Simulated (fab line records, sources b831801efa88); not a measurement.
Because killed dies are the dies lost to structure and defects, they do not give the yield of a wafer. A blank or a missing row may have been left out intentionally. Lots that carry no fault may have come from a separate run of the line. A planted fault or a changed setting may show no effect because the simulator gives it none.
8D (eight disciplines) problem report, filled in by code ; flow gf180mcu ; the parts of the form that need people (team, actions taken, sign-off) are left out

1. THE PROBLEM
At GF_M2_SPUTTER_04, cathode_dc_power_W averages 6335.4 W over 6 wafers from 2 lots, while fault-free wafers read 6500.0 W, standard deviation 1.2. That is -99 or more standard deviations from the usual mean.
The step: material TiN, target thk 50 nm, time 41.7 s.
Earliest sighting: wafer L209.1 on pvd_sputter-04 at day 21 16:04. At this step, 18 wafers from 6 lots have a number in the record. Rule for "out" (also "out of limits"): further than 4 standard deviations from the usual mean. The other wafers with a number count as sound.

2. WHAT IT IS; WHAT IT IS NOT
question;is;is not
which readings at this step;cathode_dc_power_W;throttle_valve_pct
which lots;L209, L210;L218, L219, L221, L223
which wafers of those lots;all that have a number;-
read on which tools;pvd_sputter-04;pvd_sputter-01, pvd_sputter-03
when;from day 21 16:04;"up to then (0 sound wafers); but 12 sound wafers of L218, L219, L221, L223 came after"

3. WHAT RULES OUT EACH SUSPECT
Counting: a tool at a process step up to the reading stays a suspect if it ran every lot that is out and no sound lot after the first of them.
- pvd_sputter-04 at GF_M2_SPUTTER_00 (material Ti, target thk 37.5 nm, time 150 s): ruled out as a lasting fault. After its first lot that is out, L209 (day 21 15:53), sound lots L218 ran on it.
- pvd_sputter-04 at GF_M2_SPUTTER_01 (material TiN, target thk 30 nm, time 25 s): ruled out as a lasting fault. After its first lot that is out, L209 (day 21 15:59), sound lots L218 ran on it.
- pvd_sputter-04 at GF_M2_SPUTTER_04 (material TiN, target thk 50 nm, time 41.7 s): ruled out as a lasting fault. After its first lot that is out, L209 (day 21 16:04), sound lots L218 ran on it.
Left after counting: nothing in the record.

4. THE CAUSE (what the simulator had put in)
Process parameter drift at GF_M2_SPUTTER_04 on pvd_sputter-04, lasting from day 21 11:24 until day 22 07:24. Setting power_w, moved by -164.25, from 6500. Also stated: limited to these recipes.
Counting ruled it out, wrongly.

5. SEQUENCE OF EFFECTS, ordered by route
One row per reading whose mean, taken over the struck wafers that have a number, lies over 3 standard deviations from the usual. Only readings whose record carries a usual standard deviation are examined. hours: median over the lots of the time between each lot's start at the first step of this table that gives one and its start at this step. sigmas: the change, counted in usual standard deviations.
hours;step;reading;usual;on struck wafers;change;sigmas
0;GF_M2_SPUTTER_04;cathode_dc_power_W;6500.0 W;6335.4;-164.6;-99 or more
Its process steps:
- GF_M2_SPUTTER_04: material TiN, target thk 50 nm, time 41.7 s.
At these later measuring or inspecting steps, every struck wafer for which the step has a row has a number for every such reading, and none has moved that far: GF_M2_RS_MEAS_05, GF_M2_THK_MEAS_06, GF_M2_CD_MEAS_14, GF_M2_OVL_MEAS_15, GF_V2_THK_MEAS_01, GF_V2_THK_MEAS_03, GF_V2_BOW_MEAS_05.

6. WHAT WOULD HAVE CAUGHT IT SOONER
In this record the first reading out of limits was taken at day 21 16:04, 5 hours after the fault began at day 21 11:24.
